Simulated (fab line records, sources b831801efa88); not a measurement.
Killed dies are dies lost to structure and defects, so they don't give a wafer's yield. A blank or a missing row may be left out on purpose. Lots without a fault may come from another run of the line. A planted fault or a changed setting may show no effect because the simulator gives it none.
Chamber matching | flow gf180mcu | GF_V4_CMP_04 on cmp-01: 4 sister chambers
The step polishes SiO2. 16 wafers are shown with their chamber, then 8 later ones without.

WAFERS WITH THEIR CHAMBER
wafer  | chamber | motor_current_A (A) | time_to_endpoint_s (s)
L937.3 | 2       | 11.9                | 67
L937.4 | 0       | 14.4                | 80
L937.5 | 3       | 10.2                | 73
L940.1 | 0       | 13.4                | 70
L940.3 | 1       | 12.2                | 68
L940.6 | 2       | 12.9                | 70
L941.2 | 2       | 12.1                | 66
L941.3 | 1       | 12.3                | 69
L941.5 | 0       | 13.6                | 82
L943.1 | 3       | 10.7                | 75
L943.3 | 2       | 12.2                | 66
L943.4 | 1       | 11.9                | 79
L945.1 | 3       | 11.5                | 79
L945.3 | 1       | 11.8                | 77
L945.6 | 3       | 10.3                | 77
L951.1 | 1       | 12.2                | 73

SIGNATURES (means of the wafers above)
reading            | chamber 0 | chamber 1 | chamber 2 | chamber 3 | scatter within a chamber
motor_current_A    | 13.800    | 12.080    | 12.275    | 10.675    | 0.444
time_to_endpoint_s | 77.33     | 73.20     | 67.25     | 76.00     | 4.15
Rule: a wafer's distance from a chamber is the root of the sum, over the readings, of the square of ((its reading less the chamber's mean) divided by the reading's scatter). The wafer belongs to the nearest chamber; if the next one is less than 2 further off, it can't be placed. The scatter: the root of (the sum of the squares of (reading less its chamber's mean) over the shown wafers, divided by (wafers less chambers)).

WAFERS WITHOUT THEIR CHAMBER
wafer  | motor_current_A (A) | time_to_endpoint_s (s)
L951.2 | 11.0                | 70
L951.6 | 11.2                | 78
L954.3 | 14.0                | 77
L954.5 | 12.4                | 82
L954.6 | 11.3                | 84
L958.1 | 11.9                | 75
L958.2 | 13.8                | 74
L958.4 | 10.5                | 81

WHICH CHAMBER EACH WENT THROUGH
wafer  | from the rows above               | in truth
L951.2 | can't be placed: 3 or 1 or 2      | 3
L951.6 | can't be placed: 3 or 1           | 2
L954.3 | 0                                 | 0
L954.5 | can't be placed: 1 or 0 or 2 or 3 | 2
L954.6 | can't be placed: 3 or 1           | 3
L958.1 | can't be placed: 1 or 2           | 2
L958.2 | 0                                 | 0
L958.4 | 3                                 | 3
Placed correctly: 3 of 8. Can't be placed from these rows: 5 (the true chamber is among the candidates in 4). Placed wrongly: 0.
